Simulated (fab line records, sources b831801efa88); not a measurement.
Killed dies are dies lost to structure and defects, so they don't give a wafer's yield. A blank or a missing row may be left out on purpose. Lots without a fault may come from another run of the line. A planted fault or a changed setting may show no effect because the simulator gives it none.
Problem report in the 8D (eight disciplines) form, filled by code | flow sky130 | the parts of the form that need people (team, actions taken, sign-off) are left out

1. THE PROBLEM
developer_temp_C at SKY_VIA4_DEVELOP_10 reads a mean of 25.26 C on 9 wafers of 3 lots; wafers without a fault read 23.00 C with a standard deviation of 0.098. That is +23 standard deviations from the usual mean.
The step: develop time 60 s.
First seen on wafer L145.1, day 45 21:02, on litho_track-01. The record holds 21 wafers of 7 lots with a number at this step. Rule for "out", or "out of limits": more than 4 standard deviations from the usual mean. The other wafers with a number count as sound.

2. WHAT IT IS AND WHAT IT IS NOT
question                    | is                     | is not
which readings at this step | developer_temp_C       | -
which lots                  | L144, L145, L147       | L135, L139, L155, L156
which wafers of those lots  | all that have a number | -
read on which tools         | litho_track-01         | litho_track-03, litho_track-04
when                        | from day 45 21:02      | up to then (6 sound wafers); but 6 sound wafers of L155, L156 came after

3. SUSPECTS, AND WHAT RULES EACH OUT
Counting: a tool at a process step up to the reading stays a suspect if it ran every lot that is out and no sound lot after the first of them.
- litho_track-01 at SKY_VIA4_DEVELOP_10 (develop time 60 s): kept. It ran every lot that is out, first L145 (day 45 21:02), and no sound lot after that; its last sound lot up to then is L139 (day 45 00:32). Its own readings are out on those wafers: developer_temp_C.
Left after counting: litho_track-01 at SKY_VIA4_DEVELOP_10.

4. THE CAUSE (what the simulator had put in)
Process parameter drift: litho_track-01, from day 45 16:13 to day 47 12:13, at SKY_VIA4_DEVELOP_10. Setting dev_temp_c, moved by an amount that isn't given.
Counting left only this tool.

5. THE CHAIN OF EFFECTS, in route order
Each row: a reading whose mean over the struck wafers that have a number lies more than 3 standard deviations from the usual. Only readings for which the record gives a usual standard deviation are gone through. hours: the time from each lot's start at the first step in this table that gives one to its start at this step, as a median over the lots. sigmas: the change in usual standard deviations.
hours | step                | reading          | usual   | on struck wafers | change | sigmas
0     | SKY_VIA4_DEVELOP_10 | developer_temp_C | 23.00 C | 25.26            | +2.26  | +23
The process steps in it:
- SKY_VIA4_DEVELOP_10: develop time 60 s.
Later measuring or inspecting steps at which every struck wafer that the step has a row for has a number for every such reading, and none has moved that far: SKY_VIA4_OVL_MEAS_11.

6. WHAT WOULD HAVE CAUGHT IT SOONER
In this record the first reading out of limits was taken at day 45 21:02, 5 hours after the fault began at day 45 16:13.
